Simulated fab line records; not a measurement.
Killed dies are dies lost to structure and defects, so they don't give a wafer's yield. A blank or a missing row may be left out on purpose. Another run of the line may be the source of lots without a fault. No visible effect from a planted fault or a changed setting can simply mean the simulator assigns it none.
Struck lot and sound lot, side by side || flow sky130 || 17 out of 708 route steps
Sound: these wafers, L983.1, L983.3, L983.6. Wafers struck: L993.1, L993.4, L993.6. The cause comes at the end.
Each step with rows lists, per side, the tool, then ch with its chambers, then its first start. Under that, the readings that differ: sound wafers || struck wafers || difference of the means || sigmas: that difference in standard deviations of wafers without a fault.
alike: a reading whose means differ by less than 2 such deviations, as well as words and numbers matching on both sides. not compared: withheld readings; readings where some wafer has no value; bounds like >300 that might hide an equal value; numbers whose values overlap and for which the record gives no deviation.
A row with sigmas, a row that says differs or no value, or rows on one side alone: a step with any of these is where the two part. When numbers do not overlap yet have no deviation, they are printed without sigmas and do not part them. Lack of a reading on every wafer of one side parts them only where that side has two or more wafers.

first, 2 steps without rows for these wafers: SKY_NWELL_IMPLANT_12; SKY_NWELL_IMPLANT_13.
SKY_NWELL_STRIP_14: strips in O2/N2.
  sound on plasma-asher-01 ch 1, day 5 22:40; struck on plasma-asher-03 ch 0,1, day 7 10:04
{"reading": "drypump-motor-current-A (A)", "sound": "5.11 5.11 5.10", "struck": "5.60 5.75 5.60", "difference": "+0.54", "sigmas": "+2"}
  alike: oes-product-au, strip-time-to-endpoint-s
  not compared: rf-hours-counter-h
SKY_NWELL_TW_MEAS_15:
  sound: film-metro-03 at day 5 22:46; struck: film-metro-01 at day 7 10:10
{"reading": "NWELL_TW", "sound": "1850 1853 1833", "struck": "1806 1814 1796", "difference": -40, "sigmas": -3}
then, 7 steps without rows for these wafers: SKY_NWELL_DEHYDRATE_16 (time 60 s); SKY_NWELL_HMDS_17 (prime time 60 s); SKY_NWELL_COAT_18 (resist thk 3000 nm); SKY_NWELL_SOFTBAKE_19; SKY_NWELL_EXPOSE_20 (exposes mask NWM COMPLEMENT, target cd 840 nm); SKY_NWELL_PEB_21; SKY_NWELL_DEVELOP_22 (develop time 60 s).
SKY_NWELL_OVL_MEAS_23:
  sound: overlay-01 at day 6 17:08; struck: overlay-01 at day 8 06:05
  alike: NWELL_01_OVL
SKY_NWELL_IMPLANT_24:
  sound on implanter-02 ch 0, day 6 17:10; struck on implanter-03 ch 0, day 8 06:07
{"reading": "dose-ions-cm2", "sound": "9.191e+12 9.197e+12 9.196e+12", "struck": "1.1055e+13 1.1048e+13 1.1064e+13", "difference": "+1.8610e+12", "sigmas": "+99 or more"}
{"reading": "faraday-current-uA", "sound": "52.1 51.3 52.7", "struck": "64.3 63.5 64.2", "difference": "+12.0", "sigmas": "+11"}
SKY_NWELL_STRIP_25: strips in O2/N2.
  sound on plasma-asher-01 ch 0,1, day 6 17:19; struck on plasma-asher-03 ch 0, day 8 06:16
{"reading": "strip-time-to-endpoint-s (s)", "sound": "36.70 36.90 36.79", "struck": "37.24 37.05 37.16", "difference": "+0.35", "sigmas": "+3"}
  alike: drypump-motor-current-A, oes-product-au
  not compared: rf-hours-counter-h
SKY_NWELL_TW_MEAS_26:
  sound: film-metro-01 at day 6 17:25; struck: film-metro-01 at day 8 06:22
{"reading": "NWELL_2_TW", "sound": "496 495 494", "struck": "524 522 520", "difference": "+27", "sigmas": "+6"}
then, 1 step without rows for these wafers: SKY_NWELL_CLEAN_27 (cleans in SC1/SC2, time 150 s).
-- the record jumps here: 40 days lie between the struck wafers' starts before and after (it left off in module NWELL and takes up again in module PAD_OPEN, whose first step shown is number 708 of the route) --
SKY_PAD_OPEN_PROBE_99:
  sound: prober-02 at day 47 01:01; struck: prober-01 at day 48 14:44
{"reading": "model.etest.pfet_16v.r-on-ohm-um", "sound": "1.529e+04 1.512e+04 1.529e+04", "struck": "1.412e+04 1.399e+04 1.406e+04", "difference": -1.177e+03, "sigmas": ""}
{"reading": "model.etest.res-iso-pwell.rs-ohm-sq", "sound": "2963 2820 3003", "struck": "2746 2642 2672", "difference": -242, "sigmas": ""}
{"reading": "model.etest.res-pwell-under-gate.rs-ohm-sq", "sound": "2280 2294 2296", "struck": "2031 2021 2031", "difference": -262, "sigmas": ""}
{"reading": "model.etest.res-iso-pwell.line-ohm-um", "sound": "1110 1073 1138", "struck": "1036 991 986.5", "difference": -102, "sigmas": ""}
{"reading": "model.etest.tip_n_5v.rs-ohm-sq", "sound": "1361 1362 1365", "struck": "1418 1427 1433", "difference": "+63", "sigmas": ""}
{"reading": "model.etest.res-nwell.width-nm (nm)", "sound": "842.7 840.9 847", "struck": "824.1 813.6 820", "difference": -24.3, "sigmas": ""}
{"reading": "model.etest.pfet_16v.drive-ua-um", "sound": "242.6 242 241", "struck": "256.6 257.7 256.2", "difference": "+15.0", "sigmas": ""}
{"reading": "model.etest.field-n.vt-v (V)", "sound": "35.95 35.28 36.06", "struck": "39.52 39.15 39.2", "difference": "+3.53", "sigmas": ""}

## WHERE THEY PART
At SKY_NWELL_STRIP_14 first; at SKY_NWELL_TW_MEAS_26 last (within this record only).

WHY: what had been put in by the simulator
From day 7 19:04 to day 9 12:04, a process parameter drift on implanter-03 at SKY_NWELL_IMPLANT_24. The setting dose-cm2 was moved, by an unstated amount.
